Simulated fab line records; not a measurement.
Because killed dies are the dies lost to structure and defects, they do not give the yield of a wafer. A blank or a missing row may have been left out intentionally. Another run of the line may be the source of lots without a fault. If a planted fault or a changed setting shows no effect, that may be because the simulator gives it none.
fab line records	flow sky130
[record] lots = 5	wafers = 27
route steps=708 shown METAL4@600 METAL5@664 PASSIVATION@692
start-h: the number of hours between the record's first day and the start of the first shown wafer of the lot	wait-h: how many hours have passed since the lot's step before this one	" same as the row above	L1.1+2: a row that stands for several wafers	- value missing, or start not given	* or withheld: withheld	< > ~ a bound
route shown NAME@n: a module of which the file shows steps, and the number in the route of the first	usual: mean/standard deviation taken from wafers without a fault	same: alike in all rows	chamber/n: place in a boat	sites: readings site by site	_std_site: how widely they spread, as a standard deviation	_edge_site: the outer-site mean with the inner-site mean subtracted	radius-mm: how far each site lies from the wafer's centre	mask NAME#n: copy n	behind: the last tool/chamber to shape the wafer	hold: cause of the lot's hold/its duration in hours/its outcome	device: the transistor (n, p or np) that didn't switch	end of line: the same wafers' tests at the end of the route	a step given without rows: its recipe and nothing more	killed: dies lost to structure and defects at the first sort, not the wafer's yield	map: shows each die of a wafer: x if killed, . if not, _ if none is there
set.NAME: the setting that was run; set.NAME@STEP: the one run at that earlier step	model.NAME: the simulator's own value behind a step, which no gauge read
lots run with intentionally changed settings; tables by step, rows by wafer
[[steps]]
[step SKY_METAL4_SPUTTER_02]
[recipe] material = AlCu	target-thk-nm = 735	power-w = 10600	time-s = 39.1	chamber-pressure-pa = 0.4
lot.wafer	tool	chamber	start-h	wait-h	set.time-s	model.AlCu_of_METAL4_SPUTTER_02.thk-nm
L077.2	pvd-sputter-04	-	952.85	0.0	39.1	741.1
L077.5	"	-	"	"	39.1	737.2
L077.6	"	-	"	"	39.1	742
L078.1	pvd-sputter-04	-	953.58	0.0	25.56	487.1
L078.2	"	-	"	"	39.1	745.8
L078.3	"	-	"	"	25.56	499.7
L078.4	"	-	"	"	25.56	480
L078.5	"	-	"	"	39.1	748
L078.6	"	-	"	"	39.1	737.5
L079.1	pvd-sputter-01	-	967.93	0.0	39.1	741.1
L079.2	"	-	"	"	61.76	1169
L079.3	"	-	"	"	39.1	740.5
L079.4	"	-	"	"	61.76	1155
L079.5	"	-	"	"	61.76	1159
L079.6	"	-	"	"	39.1	743.7
L083.1	pvd-sputter-04	-	1015.42	0.0	39.1	735.1
L083.2	"	-	"	"	39.1	733
L083.3	"	-	"	"	39.1	741.2
L083.4	"	-	"	"	39.1	729.8
L083.5	"	-	"	"	39.1	732.3
L083.6	"	-	"	"	39.1	730.1
L085.1	pvd-sputter-01	-	1023.52	0.0	39.1	724.8
L085.2	"	-	"	"	16.88	319.2
L085.3	"	-	"	"	39.1	728.6
L085.4	"	-	"	"	16.88	316.1
L085.5	"	-	"	"	16.88	309.1
L085.6	"	-	"	"	39.1	731.5
[step SKY_METAL4_SPUTTER_03]
[recipe] material = Ti	target-thk-nm = 5	power-w = 3000	time-s = 3.3	chamber-pressure-pa = 0.4
[step SKY_METAL4_SPUTTER_04]
[recipe] material = TiN	target-thk-nm = 70	power-w = 6500	time-s = 58.3	chamber-pressure-pa = 0.4
[step SKY_METAL4_ETCH_16]
[recipe] chemistry = N2/H2	target = BARC	ion-energy-ev = 200	bias-w = 100	pressure-mtorr = 30	n2-flow-sccm = 100	h2-flow-sccm = 200	icp-w = 500	stop-on = SiO2	time-s = 88.2	target-depth-a = 600
[step SKY_METAL4_ETCH_17]
[recipe] target = SiO2	stop-on = TiN	chemistry = C4F8/O2/Ar	source-w = 1555	bias-w = 1200	pressure-mtorr = 40	c4f8-flow-sccm = withheld	O2_flow_sccm = 6	Ar_flow_sccm = 300	time-s = 3.9	target-depth-a = 150
[step SKY_METAL4_METAL_ETCH_18]
[recipe] target-depth-a = 8450	stop-on = SiO2	over-etch-frac = 0.3	time-s = 183.1	chemistry = Cl2/BCl3	resist-sidewall-deg = 88	pressure-mtorr = 10	icp-w = 900	bias-w = 48.5	Cl2_flow_sccm = 60	bcl3-flow-sccm = 30
[usual] oes-product-au = 0.867/0.0061
lot.wafer	tool	chamber	start-h	wait-h	set.time-s@METAL4_SPUTTER_02	oes-product-au
L077.2	rie-metal-01	1	1002.18	0.0	39.1	0.867
L077.5	"	1	"	"	39.1	0.875
L077.6	"	0	"	"	39.1	0.865
L078.1	rie-metal-03	0	1002.40	0.0	25.56	0.728
L078.2	"	1	"	"	39.1	0.874
L078.3	"	1	"	"	25.56	0.733
L078.4	"	0	"	"	25.56	0.717
L078.5	"	0	"	"	39.1	0.870
L078.6	"	1	"	"	39.1	0.870
L079.1	rie-metal-04	0	1015.69	0.0	39.1	0.868
L079.2	"	1	"	"	61.76	0.991
L079.3	"	1	"	"	39.1	0.873
L079.4	"	0	"	"	61.76	0.998
L079.5	"	0	"	"	61.76	0.996
L079.6	"	1	"	"	39.1	0.869
L083.1	rie-metal-01	1	1059.93	0.0	39.1	0.860
L083.2	"	0	"	"	39.1	0.870
L083.3	"	1	"	"	39.1	0.876
L083.4	"	0	"	"	39.1	0.859
L083.5	"	0	"	"	39.1	0.864
L083.6	"	1	"	"	39.1	0.848
L085.1	rie-metal-01	1	1067.75	0.0	39.1	0.864
L085.2	"	0	"	"	16.88	0.626
L085.3	"	1	"	"	39.1	0.866
L085.4	"	0	"	"	16.88	0.634
L085.5	"	1	"	"	16.88	0.621
L085.6	"	0	"	"	39.1	0.863
[step SKY_METAL5_SPUTTER_03]
[recipe] material = Ti	target-thk-nm = 5	power-w = 3000	time-s = 3.3	chamber-pressure-pa = 0.4
lot.wafer	tool	chamber	start-h	wait-h	set.time-s	model.Ti_of_METAL5_SPUTTER_03.thk-nm
L077.2	pvd-sputter-02	-	1026.74	0.0	3.3	4.959
L077.5	"	-	"	"	3.3	5.073
L077.6	"	-	"	"	3.3	4.976
L078.1	pvd-sputter-03	-	1027.85	0.0	3.3	4.746
L078.2	"	-	"	"	3.3	4.62
L078.3	"	-	"	"	2.112	3.172
L078.4	"	-	"	"	2.112	3.026
L078.5	"	-	"	"	3.3	5.017
L078.6	"	-	"	"	2.112	2.783
L079.1	pvd-sputter-01	-	1041.17	0.0	3.3	5.068
L079.2	"	-	"	"	3.3	5.116
L079.3	"	-	"	"	1.7	2.554
L079.4	"	-	"	"	3.3	5.104
L079.5	"	-	"	"	1.7	2.555
L079.6	"	-	"	"	1.7	2.633
L083.1	pvd-sputter-01	-	1083.62	0.0	4.291	6.637
L083.2	"	-	"	"	3.3	5.153
L083.3	"	-	"	"	4.291	6.581
L083.4	"	-	"	"	4.291	6.787
L083.5	"	-	"	"	3.3	5.19
L083.6	"	-	"	"	3.3	5.164
L085.1	pvd-sputter-02	-	1091.69	0.0	3.3	4.992
L085.2	"	-	"	"	3.3	4.89
L085.3	"	-	"	"	1.905	2.882
L085.4	"	-	"	"	1.905	2.876
L085.5	"	-	"	"	1.905	3.002
L085.6	"	-	"	"	3.3	4.958
[step SKY_PASSIVATION_ETCH_11]
[recipe] chemistry = CF4/O2	target-depth-nm = 725	stop-on = AlCu	source-w = 800	bias-w = 150	pressure-mtorr = 150	cf4-flow-sccm = 80	O2_flow_sccm = 10	time-s = 161.1
lot.wafer	tool	chamber	start-h	wait-h	set.time-s	model.coat_of_PASSIVATION_COAT_06.thk-nm
L077.2	rie-diel-01	0	1070.95	-	161.1	2479
L077.5	"	2	"	"	161.1	2489
L077.6	"	1	"	"	161.1	2496
L078.1	rie-diel-04	0	1071.83	-	248.5	2256
L078.2	"	2	"	"	248.5	2241
L078.3	"	3	"	"	248.5	2228
L078.4	"	1	"	"	161.1	2523
L078.5	"	0	"	"	161.1	2514
L078.6	"	1	"	"	161.1	2515
L079.1	rie-diel-04	1	1086.14	-	199.5	2413
L079.2	"	3	"	"	161.1	2486
L079.3	"	2	"	"	161.1	2510
L079.4	"	0	"	"	161.1	2521
L079.5	"	1	"	"	199.5	2410
L079.6	"	0	"	"	199.5	2401
L083.1	rie-diel-01	0	1124.13	-	91.19	2726
L083.2	"	2	"	"	161.1	2511
L083.3	"	3	"	"	91.19	2715
L083.4	"	1	"	"	161.1	2520
L083.5	"	3	"	"	91.19	2723
L083.6	"	0	"	"	161.1	2499
L085.1	rie-diel-04	3	1132.13	-	161.1	2508
L085.2+6	"	1,0	"	"	257.7	2234
L085.3	"	0	"	"	161.1	2535
L085.4	"	2	"	"	161.1	2516
L085.5	"	1	"	"	257.7	2238
[step SKY_PASSIVATION_STRIP_12]
[recipe] chemistry = O2/N2	power-w = 1400	pressure-mtorr = 1500	platen-temp-c = withheld	overash-fraction = 0.7	o2-flow-sccm = 3000	n2-flow-sccm = 300
[usual] strip-time-to-endpoint-s = 31.49/0.15
lot.wafer	tool	chamber	start-h	wait-h	set.time-s@PASSIVATION_ETCH_11	strip-time-to-endpoint-s
L077.2	plasma-asher-02	0	1071.05	0.1	161.1	31.07
L077.5	"	0	"	"	161.1	31.18
L077.6	"	1	"	"	161.1	31.27
L078.1	plasma-asher-04	1	1071.94	0.1	248.5	28.48
L078.2	"	0	"	"	248.5	28.32
L078.3	"	1	"	"	248.5	28.18
L078.4	"	0	"	"	161.1	31.59
L078.5	"	0	"	"	161.1	31.49
L078.6	"	1	"	"	161.1	31.50
L079.1	plasma-asher-02	0	1086.25	0.1	199.5	30.33
L079.2	"	1	"	"	161.1	31.15
L079.3	"	1	"	"	161.1	31.45
L079.4	"	0	"	"	161.1	31.57
L079.5	"	1	"	"	199.5	30.29
L079.6	"	0	"	"	199.5	30.19
L083.1	plasma-asher-02	1	1124.24	0.1	91.19	33.94
L083.2	"	0	"	"	161.1	31.46
L083.3	"	1	"	"	91.19	33.81
L083.4	"	0	"	"	161.1	31.59
L083.5	"	1	"	"	91.19	33.90
L083.6	"	0	"	"	161.1	31.32
L085.1	plasma-asher-02	1	1132.24	0.1	161.1	31.41
L085.2	"	0	"	"	257.7	28.25
L085.3	"	0	"	"	161.1	31.75
L085.4	"	1	"	"	161.1	31.51
L085.5	"	0	"	"	257.7	28.29
L085.6	"	1	"	"	257.7	28.25
[[key]]
[split] step = SKY_METAL4_SPUTTER_02	setting = time-s	stated = 39.1	by = wafer
[response] step = SKY_METAL4_SPUTTER_02	reading = model.AlCu_of_METAL4_SPUTTER_02.thk-nm	change = +7.27	per = 1%	r = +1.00
[response] step = SKY_METAL4_METAL_ETCH_18	reading = oes-product-au	change = +0.00331	per = 1%	r = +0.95
[split] step = SKY_METAL5_SPUTTER_03	setting = time-s	stated = 3.3	by = wafer
[response] step = SKY_METAL5_SPUTTER_03	reading = model.Ti_of_METAL5_SPUTTER_03.thk-nm	change = +0.0501	per = 1%	r = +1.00
[split] step = SKY_PASSIVATION_ETCH_11	setting = time-s	stated = 161.1	by = wafer
[response] step = SKY_PASSIVATION_ETCH_11	reading = model.coat_of_PASSIVATION_COAT_06.thk-nm	change = -4.84	per = 1%	r = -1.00
[response] step = SKY_PASSIVATION_STRIP_12	reading = strip-time-to-endpoint-s	change = *	per = 1%	r = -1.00
